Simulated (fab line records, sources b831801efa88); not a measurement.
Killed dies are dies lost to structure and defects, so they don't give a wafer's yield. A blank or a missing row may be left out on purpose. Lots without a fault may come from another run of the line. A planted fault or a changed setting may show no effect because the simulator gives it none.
Which tool did it? | flow gf180mcu | 7 lots, 21 wafers sampled, at 2 steps of a route of 602

WHAT THE GAUGES READ, wafer by wafer
GF_HV_LDD_CD_MEAS_31: target cd 400 nm.
lot  | measured     | on        | cd_nm (nm)
L370 | day 11 15:29 | cd_sem-02 | 396.1 396.0 395.7
L373 | day 12 22:08 | cd_sem-01 | 403.3 401.4 403.8
L376 | day 13 21:54 | cd_sem-02 | 398.2 397.7 394.6
L378 | day 14 20:02 | cd_sem-02 | 403.4 405.2 404.6
L381 | day 15 10:57 | cd_sem-01 | 402.7 401.7 401.0
L383 | day 16 04:55 | cd_sem-02 | 378.8 377.8 380.5
L391 | day 18 20:59 | cd_sem-02 | 404.2 402.1 405.5

WHICH TOOL RAN EACH LOT (tool, then ch and the chambers of the sampled wafers, then the start)
lot  | GF_HV_LDD_EXPOSE_28
L370 | iline_stepper-01 ch 0, day 11 06:41
L373 | iline_stepper-02 ch 0, day 12 12:56
L376 | iline_stepper-02 ch 0, day 13 12:08
L378 | iline_stepper-01 ch 0, day 14 09:58
L381 | iline_stepper-01 ch 0, day 15 00:10
L383 | iline_stepper-02 ch 0, day 15 18:15
L391 | iline_stepper-01 ch 0, day 18 09:22
- GF_HV_LDD_EXPOSE_28: exposes mask Nplus HV AREA, target cd 400 nm.

THE ANSWER, worked out from the rows above alone
Rule: what is usual is taken from the lots themselves. Put in order of their means at a reading, lots are off if they are a third of the lots or fewer, leave a main group of 4 or more, and stand apart from it by a gap of 3 or more times the standard deviation of the main group's means; of several such gaps the widest counts. A main group whose means are all the same, to the digits that the tables above print for the reading, isn't used. A lot without any number at a reading at which 4 lots or more have one is off too. The other lots that the step has rows for count as sound.
Off: L383, at GF_HV_LDD_CD_MEAS_31 (cd_nm). The main group: mean 401.0 nm, standard deviation 3.3.
A tool fits if, at a process step before that reading, it ran every lot that is off, and no sound lot after the first of them. The gauges at GF_HV_LDD_CD_MEAS_31 are tried like those tools. One fits: iline_stepper-02 at GF_HV_LDD_EXPOSE_28. Its last sound lot is L376 (day 13 12:08), its first lot that is off L383 (day 15 18:15): a fault that began between those two fits.

WHAT THE SIMULATOR HAD PUT IN
Process parameter drift: iline_stepper-02, from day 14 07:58 on, at GF_HV_LDD_EXPOSE_28. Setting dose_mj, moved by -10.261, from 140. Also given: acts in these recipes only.
Lots struck among those shown: L383. The rule above found the same.
